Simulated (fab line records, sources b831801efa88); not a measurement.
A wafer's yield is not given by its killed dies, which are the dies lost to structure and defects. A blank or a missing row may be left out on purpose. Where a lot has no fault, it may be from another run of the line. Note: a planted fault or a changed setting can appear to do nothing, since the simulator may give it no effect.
Comparing a struck lot with a sound one + flow sky130 + 23 out of 708 route steps
Sound: these wafers, L690.2, L690.3, L690.4. Struck: wafers L686.2, L686.4, L686.5. The cause is given at the end.
Order at every step that has rows: each side's tool, ch and its chambers, its first start. Under that, the readings that differ: sound wafers + struck wafers + difference of the means + sigmas: that difference in standard deviations of wafers without a fault.
alike: same words and numbers on both sides, and readings whose means sit less than 2 such deviations apart. not compared: any withheld reading, any reading some wafer has no value for, any bound like >300 that may hide the same value, and any number with overlapping values for which the record gives no deviation.
Wherever a step has rows on one side only, a row that says differs or no value, or a row with sigmas, the two part there. Numbers that have no deviation but don't overlap get no sigmas and don't part them. A reading missing from all wafers of one side parts the sides only when that side holds two or more wafers.

first, 8 steps without rows for these wafers: SKY_RES_XHIGH_DEHYDRATE_00 (time 60 s); SKY_RES_XHIGH_HMDS_01 (prime time 62.52 s); SKY_RES_XHIGH_COAT_02 (resist thk 1140 nm); SKY_RES_XHIGH_SOFTBAKE_03 (time 60 s); SKY_RES_XHIGH_EXPOSE_04 (exposes mask URPM, target cd 1270 nm); SKY_RES_XHIGH_PEB_05; SKY_RES_XHIGH_DEVELOP_06 (develop time 60 s); SKY_RES_XHIGH_IMPLANT_07.
SKY_RES_XHIGH_STRIP_08: strips in O2/N2.
  sound on plasma-asher-01 ch 0,1, day 30 01:41; struck on plasma-asher-02 ch 0,1, day 28 11:16
  alike: drypump-motor-current-A, n2-flow-sccm, oes-product-au, strip-time-to-endpoint-s
  not compared: rf-hours-counter-h
SKY_RES_XHIGH_TW_MEAS_09:
  struck on film-metro-01, day 28 11:23; sound on film-metro-01, day 30 01:48
  alike: RES_XHIGH_TW
then, 2 steps without rows for these wafers: SKY_SD_N_DEHYDRATE_00 (time 60 s); SKY_SD_N_HMDS_01 (prime time 60 s).
SKY_SD_N_COAT_02: resist thk 1140 nm.
  sound on litho-track-02 ch 0, day 30 15:40; struck on litho-track-03 ch 0, day 29 00:31
| reading                                   | sound          | struck            | difference | sigmas |
|-------------------------------------------|----------------|-------------------|------------|--------|
| model.NOVOLAK_of_SD_N_COAT_02.thk-nm (nm) | 1141 1145 1143 | 694.2 692.5 695.3 | -449.0     |        |
then, 3 steps without rows for these wafers: SKY_SD_N_SOFTBAKE_03 (time 60 s); SKY_SD_N_EXPOSE_04 (exposes mask NSDM, target cd 380 nm); SKY_SD_N_PEB_05.
SKY_SD_N_DEVELOP_06: develop time 60 s.
  sound on litho-track-02 ch 0, day 31 05:19; struck on litho-track-01 ch 0, day 29 14:34
| reading                                   | sound          | struck            | difference | sigmas |
|-------------------------------------------|----------------|-------------------|------------|--------|
| model.NOVOLAK_of_SD_N_COAT_02.thk-nm (nm) | 1142 1146 1144 | 694.6 692.9 695.7 | -449.6     |        |
SKY_SD_N_CD_MEAS_07: the cd target is 380 nm.
  struck on cd-sem-02, day 29 14:43; sound on cd-sem-01, day 31 05:28
| reading    | sound             | struck            | difference | sigmas |
|------------|-------------------|-------------------|------------|--------|
| cd-nm (nm) | 383.2 380.0 380.5 | 433.3 432.9 433.5 | +52.0      | +26    |
SKY_SD_N_OVL_MEAS_08:
  struck on overlay-02, day 29 14:49; sound on overlay-02, day 31 05:34
  alike: SD_N_OVL
then, 2 steps without rows for these wafers: SKY_SD_N_IMPLANT_09; SKY_SD_N_IMPLANT_10.
SKY_SD_N_STRIP_11: strips in O2/N2.
  sound on plasma-asher-02 ch 0,1, day 31 05:54; struck on plasma-asher-04 ch 0,1, day 29 15:09
| reading                      | sound             | struck            | difference | sigmas      |
|------------------------------|-------------------|-------------------|------------|-------------|
| oes-product-au (a.u.)        | 0.529 0.530 0.527 | 0.474 0.470 0.466 | -0.059     | -12         |
| strip-time-to-endpoint-s (s) | 22.57 22.63 22.59 | 17.47 17.47 17.48 | -5.12      | -99 or more |
  alike: drypump-motor-current-A, n2-flow-sccm
  not compared: rf-hours-counter-h
SKY_SD_N_TW_MEAS_12:
  struck on film-metro-04, day 29 15:16; sound on film-metro-02, day 31 06:01
  alike: SD_N_TW

WHERE THEY PART
First at SKY_SD_N_CD_MEAS_07; last, within this record, at SKY_SD_N_STRIP_11. Later steps at which nothing parts them and some readings are alike: SKY_SD_N_TW_MEAS_12.

WHY: what the simulator had put in
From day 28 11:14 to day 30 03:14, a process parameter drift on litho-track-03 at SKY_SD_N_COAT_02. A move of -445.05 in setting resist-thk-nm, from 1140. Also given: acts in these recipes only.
